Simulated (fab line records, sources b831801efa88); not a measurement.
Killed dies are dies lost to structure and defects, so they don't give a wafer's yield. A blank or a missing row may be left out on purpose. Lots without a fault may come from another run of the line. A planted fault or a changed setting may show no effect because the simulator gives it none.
Which tool did it? | flow gf180mcu | 6 lots, 18 wafers sampled, at 2 steps of a route of 602

WHAT THE GAUGES READ, wafer by wafer
GF_TOP_METAL_RS_MEAS_05: measures by four-point-probe.
lot  | measured     | on            | TOP_METAL_ALCU_RS (ohm/sq)
L440 | day 28 00:22 | film_metro-03 | 0.03294 0.03279 0.03334
L443 | day 28 16:21 | film_metro-03 | 0.03243 0.03223 0.0325
L447 | day 30 02:19 | film_metro-03 | 0.03237 0.03245 0.0323
L455 | day 32 10:33 | film_metro-03 | 0.03276 0.03314 0.03298
L460 | day 33 03:51 | film_metro-03 | 0.03271 0.03266 0.03288
L462 | day 33 19:07 | film_metro-04 | 0.03231 0.03283 0.0329

WHICH TOOL RAN EACH LOT (tool, then ch and the chambers of the sampled wafers, then the start)
lot  | GF_M5_METAL_ETCH_10
L440 | rie_metal-01 ch 0,1, day 27 01:17
L443 | rie_metal-01 ch 0,1, day 27 16:59
L447 | rie_metal-02 ch 0,1, day 29 03:44
L455 | rie_metal-04 ch 0,1, day 31 14:59
L460 | rie_metal-04 ch 0, day 32 08:29
L462 | rie_metal-02 ch 0, day 33 01:10
- GF_M5_METAL_ETCH_10: etches the open film in Cl2/BCl3, stops on SiO2, target depth 750.8 nm, time 125.1 s.

THE ANSWER, worked out from the rows above alone
Rule: what is usual is taken from the lots themselves. Put in order of their means at a reading, lots are off if they are a third of the lots or fewer, leave a main group of 4 or more, and stand apart from it by a gap of 3 or more times the standard deviation of the main group's means; of several such gaps the widest counts. A main group whose means are all the same, to the digits that the tables above print for the reading, isn't used. A lot without any number at a reading at which 4 lots or more have one is off too. The other lots that the step has rows for count as sound.
No lot is off at any reading shown: from this, nothing can be told.

WHAT THE SIMULATOR HAD PUT IN
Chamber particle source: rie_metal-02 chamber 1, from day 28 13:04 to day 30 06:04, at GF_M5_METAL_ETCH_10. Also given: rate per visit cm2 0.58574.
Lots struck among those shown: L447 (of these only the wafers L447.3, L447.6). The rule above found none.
